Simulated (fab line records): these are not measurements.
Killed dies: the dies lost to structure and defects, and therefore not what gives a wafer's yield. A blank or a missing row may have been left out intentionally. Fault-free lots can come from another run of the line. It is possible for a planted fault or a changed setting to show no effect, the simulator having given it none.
The tool behind it: which one?    flow gf180mcu    36 wafers from 12 lots sampled at 5 of the route's 602 steps

## WHAT THE GAUGES SHOWED, per wafer
GF_DNWELL_TW_MEAS_09.
lot   measured     on             DNWELL_TW
L138  day 3 01:16  film metro-01  1337 1338 1336
L141  day 3 19:23  film metro-03  31 31 31 31 31 31
L146  day 5 05:53  film metro-01  1335 1336 1339
L149  day 5 15:09  film metro-02  1354 1352 1354
L152  day 6 01:42  film metro-03  1346 1357 1356
L151  day 6 02:03  film metro-01  1358 1359 1358
L154  day 6 20:20  film metro-01  1346 1349 1350
L155  day 6 20:05  film metro-02  1350 1346 1349
L156  day 7 07:02  film metro-01  1347 1347 1342
L157  day 7 07:25  film metro-02  1348 1340 1346
L159  day 7 16:44  film metro-03  1338 1337 1336
L160  day 7 23:41  film metro-03  1364 1362 1370

GF_POLY_GATE_THK_MEAS_17.
lot   measured      on             POLY_GATE_OXIDATION_THK (nm)
L138  day 9 10:53   film metro-03  3.92 3.87 3.88
L146  day 12 09:50  film metro-02  3.94 3.97 3.92
L149  day 13 02:29  film metro-03  4.02 4.02 4.09
L152  day 13 15:17  film metro-01  4.07 4.06 4.04
L151  day 13 19:47  film metro-02  3.92 4.00 4.04
L154  day 14 15:56  film metro-03  4.12 4.07 4.09
L155  day 14 15:20  film metro-03  4.02 3.98 4.09
L156  day 15 08:14  film metro-02  4.02 4.10 4.00
L157  day 15 09:30  film metro-01  4.06 4.08 4.01
L159  day 15 18:46  film metro-03  4.02 3.97 4.05
L160  day 16 03:26  film metro-03  3.94 3.99 3.89

## EACH LOT AND THE TOOL THAT RAN IT (in order: tool; ch and the chambers of the sampled wafers; start)
lot   GF_STI_STRIP_15                      GF_DNWELL_EXPOSE_04                 GF_POLY_GATE_STRIP_14
L138  plasma asher-01 ch 0,1, day 2 06:50  iline stepper-01 ch 0, day 2 18:28  plasma asher-01 ch 0,1, day 9 09:17
L141  plasma asher-01 ch 0,1, day 2 23:39  iline stepper-02 ch 0, day 3 13:14  -
L146  plasma asher-01 ch 0,1, day 4 01:24  iline stepper-02 ch 0, day 4 23:21  plasma asher-02 ch 0,1, day 12 08:26
L149  plasma asher-02 ch 0,1, day 4 16:36  iline stepper-02 ch 0, day 5 08:04  plasma asher-03 ch 0,1, day 13 00:02
L152  plasma asher-03 ch 0,1, day 5 06:59  iline stepper-01 ch 0, day 5 18:35  plasma asher-02 ch 0,1, day 13 13:07
L151  plasma asher-02 ch 0,1, day 5 07:02  iline stepper-02 ch 0, day 5 18:50  plasma asher-02 ch 0,1, day 13 17:19
L154  plasma asher-01 ch 0,1, day 5 21:48  iline stepper-02 ch 0, day 6 12:28  plasma asher-01 ch 0,1, day 14 14:32
L155  plasma asher-01 ch 0,1, day 5 23:32  iline stepper-01 ch 0, day 6 12:14  plasma asher-03 ch 0,1, day 14 13:31
L156  plasma asher-03 ch 0,1, day 6 05:12  iline stepper-02 ch 0, day 6 23:40  plasma asher-02 ch 0,1, day 15 06:50
L157  plasma asher-01 ch 0,1, day 6 08:06  iline stepper-01 ch 0, day 7 00:07  plasma asher-01 ch 0,1, day 15 08:05
L159  plasma asher-03 ch 0,1, day 6 20:44  iline stepper-02 ch 0, day 7 08:34  plasma asher-03 ch 0,1, day 15 17:22
L160  plasma asher-02 ch 0,1, day 7 02:47  iline stepper-01 ch 0, day 7 15:40  plasma asher-01 ch 0,1, day 16 02:02
- GF_STI_STRIP_15: strips in O2/N2.
- GF_DNWELL_EXPOSE_04: exposes mask DNWELL, target cd 1700 nm.
- GF_POLY_GATE_STRIP_14: strips in O2/N2.

## WHAT THE TOOLS THEMSELVES READ (means of the sampled wafers that have a number; where no wafer has one, the mark that the record gives instead)
GF_STI_STRIP_15.
lot   tool             drypump motor current A (A)  heater power w (W)  oes product au (a.u.)  strip time to endpoint s (s)
L138  plasma asher-01  5.9                          374                 0.379                  3.70
L141  plasma asher-01  5.9                          373                 0.376                  3.66
L146  plasma asher-01  6.1                          380                 0.377                  3.60
L149  plasma asher-02  5.5                          345                 0.378                  3.66
L152  plasma asher-03  6.2                          338                 0.383                  3.72
L151  plasma asher-02  5.5                          344                 0.382                  3.69
L154  plasma asher-01  6.0                          372                 0.379                  3.65
L155  plasma asher-01  6.0                          373                 0.387                  3.72
L156  plasma asher-03  6.2                          338                 0.382                  3.70
L157  plasma asher-01  6.2                          380                 0.380                  3.64
L159  plasma asher-03  6.2                          324                 0.384                  3.69
L160  plasma asher-02  5.7                          358                 0.383                  3.71

GF_DNWELL_EXPOSE_04.
lot   tool              reticle temp C (C)
L138  iline stepper-01  22.97
L141  iline stepper-02  22.97
L146  iline stepper-02  23.13
L149  iline stepper-02  23.00
L152  iline stepper-01  23.00
L151  iline stepper-02  22.99
L154  iline stepper-02  23.12
L155  iline stepper-01  22.93
L156  iline stepper-02  22.75
L157  iline stepper-01  23.04
L159  iline stepper-02  22.97
L160  iline stepper-01  23.01

GF_POLY_GATE_STRIP_14.
lot   tool             drypump motor current A (A)  heater power w (W)  oes product au (a.u.)
L138  plasma asher-01  6.2                          371                 0.499
L146  plasma asher-02  5.8                          358                 0.503
L149  plasma asher-03  6.2                          339                 0.506
L152  plasma asher-02  5.7                          358                 0.502
L151  plasma asher-02  5.5                          356                 0.511
L154  plasma asher-01  5.9                          378                 0.509
L155  plasma asher-03  6.2                          326                 0.502
L156  plasma asher-02  5.5                          354                 0.505
L157  plasma asher-01  5.9                          374                 0.501
L159  plasma asher-03  6.2                          323                 0.507
L160  plasma asher-01  5.9                          369                 0.505

## THE ANSWER, worked out from the rows above alone
Rule: usual is defined by the lots themselves. Put in order of their means at a reading, lots are off if they are a third of the lots or fewer, leave a main group of 4 or more, and stand apart from it by a gap of 3 or more times the standard deviation of the main group's means; of several such gaps the widest counts. A main group is skipped when, at the precision printed for the reading in the tables above, its means are all equal. Also off: a lot with no number at a reading for which 4 or more lots have one. The other lots that the step has rows for count as sound. Order of review: gauges by route order, followed by the tools' own readings, for which a lot's mean as printed above is used. At the first step where some lot is off, the reading lying furthest off is the one used; lots without a number count as furthest.
Off: L141, at GF_DNWELL_TW_MEAS_09 (DNWELL_TW). The main group: mean 1348, standard deviation 8.8.
A tool fits if, at a process step before that reading, it ran every lot that is off, and no sound lot after the first of them. Those tools and the gauges at GF_DNWELL_TW_MEAS_09 are tried in the same way. Of those tried, none fits.

## WHAT WAS PUT IN BY THE SIMULATOR
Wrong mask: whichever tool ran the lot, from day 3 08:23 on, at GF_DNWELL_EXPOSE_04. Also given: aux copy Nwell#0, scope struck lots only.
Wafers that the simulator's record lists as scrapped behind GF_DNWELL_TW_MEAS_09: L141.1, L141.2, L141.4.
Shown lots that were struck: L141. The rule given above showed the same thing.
